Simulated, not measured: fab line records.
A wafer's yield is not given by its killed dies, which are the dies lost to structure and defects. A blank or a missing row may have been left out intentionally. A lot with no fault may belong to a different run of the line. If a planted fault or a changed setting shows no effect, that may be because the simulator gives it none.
Which tool did it? ; flow sky130 ; 6 lots, 18 wafers sampled, at 2 steps of a route of 708

WHAT EACH GAUGE READ, for each wafer
SKY_VIA1_THK_MEAS_01.
lot;measured;on;VIA1_HDPCVD_THK (nm)
L163;day 34 15:31;filmMetro-01;1025 1025 1036
L165;day 35 05:02;filmMetro-02;1031 1022 1029
L167;day 35 21:47;filmMetro-02;1024 1008 1038
L172;day 37 12:45;filmMetro-02;1027 1035 1022
L179;day 39 02:20;filmMetro-02;1005 1020 1015
L181;day 39 20:43;filmMetro-01;1029 1008 1031

TOOL THAT RAN EACH LOT (tool first, then ch and the chambers of the sampled wafers, then the start)
lot;SKY_LDD_N_IMPLANT_15
L163;implanter-02 ch 0, day 19 21:02
L165;implanter-01 ch 0, day 20 12:43
L167;implanter-01 ch 0, day 21 07:29
L172;implanter-01 ch 0, day 22 17:46
L179;implanter-01 ch 0, day 25 02:25
L181;implanter-04 ch 0, day 25 22:19
- SKY_LDD_N_IMPLANT_15

THE ANSWER, worked out from the rows above alone
Rule: the lots themselves supply what counts as usual. The widest of any qualifying gaps counts: lots, ordered by their means at a reading, are off when they make up no more than a third of the lots, leave a main group of 4 or more, and stand apart from it by 3 or more times the standard deviation of that group's means. Not used: any main group whose means are identical at the precision the tables above print for the reading. A lot without any number at a reading at which 4 lots or more have one is off too. Any other lot the step has rows for is counted as sound.
Off: at SKY_VIA1_THK_MEAS_01 (VIA1_HDPCVD_THK), L179. Main group: mean 1026 nm, sd 2.5.
If a tool, at a process step before that reading, ran all the lots that are off and no sound lot after the first of them, it fits. Those tools and the gauges at SKY_VIA1_THK_MEAS_01 are tried in the same way. Undecided on this evidence; 2 tools fit (implanter-01 at SKY_LDD_N_IMPLANT_15, filmMetro-02 at SKY_VIA1_THK_MEAS_01).

WHAT WAS PUT IN BY THE SIMULATOR
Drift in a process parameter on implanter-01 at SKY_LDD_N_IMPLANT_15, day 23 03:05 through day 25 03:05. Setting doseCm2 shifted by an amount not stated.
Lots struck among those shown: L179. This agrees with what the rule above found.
